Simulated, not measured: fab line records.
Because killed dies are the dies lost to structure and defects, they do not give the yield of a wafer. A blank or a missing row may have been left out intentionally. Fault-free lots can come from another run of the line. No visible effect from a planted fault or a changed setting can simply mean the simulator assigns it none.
Which tool was responsible? ; flow sky130 ; Sampling: 12 lots, 36 wafers, 4 of 708 route steps

WHAT EACH GAUGE READ, for each wafer
SKY_FIELD_ISO_CD_MEAS_13: the cd target is 150 nm.
lot;measured;on;cd-nm (nm)
L406;day 2 07:17;cd-sem-01;150.6 149.4 150.7
L407;day 2 11:11;cd-sem-01;149.6 149.4 149.1
L408;day 2 16:01;cd-sem-01;151.0 152.0 151.8
L412;day 3 14:44;cd-sem-01;151.1 150.7 151.7
L417;day 4 13:07;cd-sem-01;150.0 150.9 152.0
L419;day 4 23:43;cd-sem-02;148.8 149.2 149.0
L420;day 5 05:17;cd-sem-02;149.3 150.7 150.7
L421;day 5 09:44;cd-sem-02;152.2 152.3 151.2
L422;day 5 16:13;cd-sem-01;149.4 149.8 150.6
L424;day 6 05:16;cd-sem-02;148.3 148.5 148.8
L425;day 6 09:20;cd-sem-01;148.6 148.3 148.1
L429;day 7 08:39;cd-sem-01;148.9 149.5 148.6

SKY_SONOS_TUNNEL_CD_MEAS_07: the cd target is 410 nm.
lot;measured;on;cd-nm (nm)
L406;day 11 09:59;cd-sem-01;410.9 410.7 411.7
L407;day 11 18:53;cd-sem-02;410.5 411.4 411.3
L408;day 11 23:52;cd-sem-02;409.0 410.3 407.8
L412;day 13 13:20;cd-sem-01;407.9 409.1 408.6
L417;day 14 23:22;cd-sem-02;410.3 411.0 409.9
L419;day 15 19:13;cd-sem-02;412.1 412.8 410.2
L420;day 15 21:10;cd-sem-02;411.9 410.2 411.3
L421;day 16 03:32;cd-sem-01;411.6 409.6 410.2
L422;day 16 17:34;cd-sem-01;408.7 409.7 408.8
L424;day 18 12:38;cd-sem-01;406.3 408.5 404.2
L425;day 18 11:56;cd-sem-01;411.1 410.7 409.2
L429;day 19 11:15;cd-sem-01;411.1 409.0 409.5

SKY_LDD_HVN_OVL_MEAS_07.
lot;measured;on;LDD_HVN_OVL (nm)
L406;day 20 08:44;overlay-02;-2.5 -4.1 -3.5
L407;day 20 18:23;overlay-01;-1.6 -1.0 -0.4
L408;day 20 22:28;overlay-01;0.4 1.1 0.7
L412;day 22 17:36;overlay-02;-0.2 0.2 -0.1
L417;day 24 06:47;overlay-02;-0.1 -1.0 -0.7
L419;day 25 06:07;overlay-01;-0.1 -2.3 -1.0
L420;day 26 11:41;overlay-02;-0.8 -0.1 -0.8
L421;day 26 11:53;overlay-01;-2.6 -1.7 -1.8
L422;day 26 11:13;overlay-01;-1.7 -1.5 -1.6
L424;day 27 22:29;overlay-02;-0.2 -1.9 -1.3
L425;day 27 23:16;overlay-01;-3.3 -2.0 -2.2
L429;day 29 03:03;overlay-02;-1.1 -1.4 -0.3

TOOL THAT RAN EACH LOT (tool first, then ch and the chambers of the sampled wafers, then the start)
lot;SKY_FIELD_ISO_WET_ETCH_28
L406;wet-bench-01 ch 0, day 2 12:31
L407;wet-bench-01 ch 3, day 2 18:28
L408;wet-bench-04 ch 3, day 2 22:34
L412;wet-bench-03 ch 2, day 3 20:20
L417;wet-bench-01 ch 1, day 4 18:47
L419;wet-bench-03 ch 2, day 5 05:56
L420;wet-bench-04 ch 0, day 5 11:28
L421;wet-bench-01 ch 0, day 5 15:45
L422;wet-bench-04 ch 1, day 5 20:42
L424;wet-bench-03 ch 3, day 6 23:44
L425;wet-bench-03 ch 1, day 6 23:44
L429;wet-bench-03 ch 3, day 7 14:53
- SKY_FIELD_ISO_WET_ETCH_28: etches SiO2 in dHF, target depth 23.7 nm, time 47 s.

WHAT THE TOOLS THEMSELVES READ (means of the sampled wafers that have a number; where no wafer has one, the mark that the record gives instead)
SKY_FIELD_ISO_WET_ETCH_28.
lot;tool;bath-heat-duty-pct (%);temp-c (C)
L406;wet-bench-01;6.7;24.96
L407;wet-bench-01;8.1;24.96
L408;wet-bench-04;5.7;24.97
L412;wet-bench-03;6.7;24.94
L417;wet-bench-01;25.2;41.47
L419;wet-bench-03;6.6;24.96
L420;wet-bench-04;6.3;24.97
L421;wet-bench-01;7.0;24.86
L422;wet-bench-04;6.0;24.96
L424;wet-bench-03;5.6;24.81
L425;wet-bench-03;6.2;25.02
L429;wet-bench-03;5.9;24.91

THE ANSWER, worked out from the rows above alone
Rule: what is usual is taken from the lots themselves. Put in order of their means at a reading, lots are off if they are a third of the lots or fewer, leave a main group of 4 or more, and stand apart from it by a gap of 3 or more times the standard deviation of the main group's means; of several such gaps the widest counts. The tables above print the reading to a certain number of digits; a main group whose means all agree to those digits is not used. A lot without any number at a reading at which 4 lots or more have one is off too. Any other lot the step has rows for is counted as sound. The gauges are gone through in route order, then the tools' own readings, and for those a lot's mean is taken as printed above. At the first step where some lot is off, the reading lying furthest off is the one used; lots without a number count as furthest.
Off: L417 (SKY_FIELD_ISO_WET_ETCH_28, temp-c). The main group has a mean of 24.94 C with a standard deviation of 0.056.
A tool fits if, at that step or a process step before it, it ran every lot that is off, and no sound lot after the first of them. Not one of the candidates tried fits.

WHAT THE SIMULATOR HAD PUT IN
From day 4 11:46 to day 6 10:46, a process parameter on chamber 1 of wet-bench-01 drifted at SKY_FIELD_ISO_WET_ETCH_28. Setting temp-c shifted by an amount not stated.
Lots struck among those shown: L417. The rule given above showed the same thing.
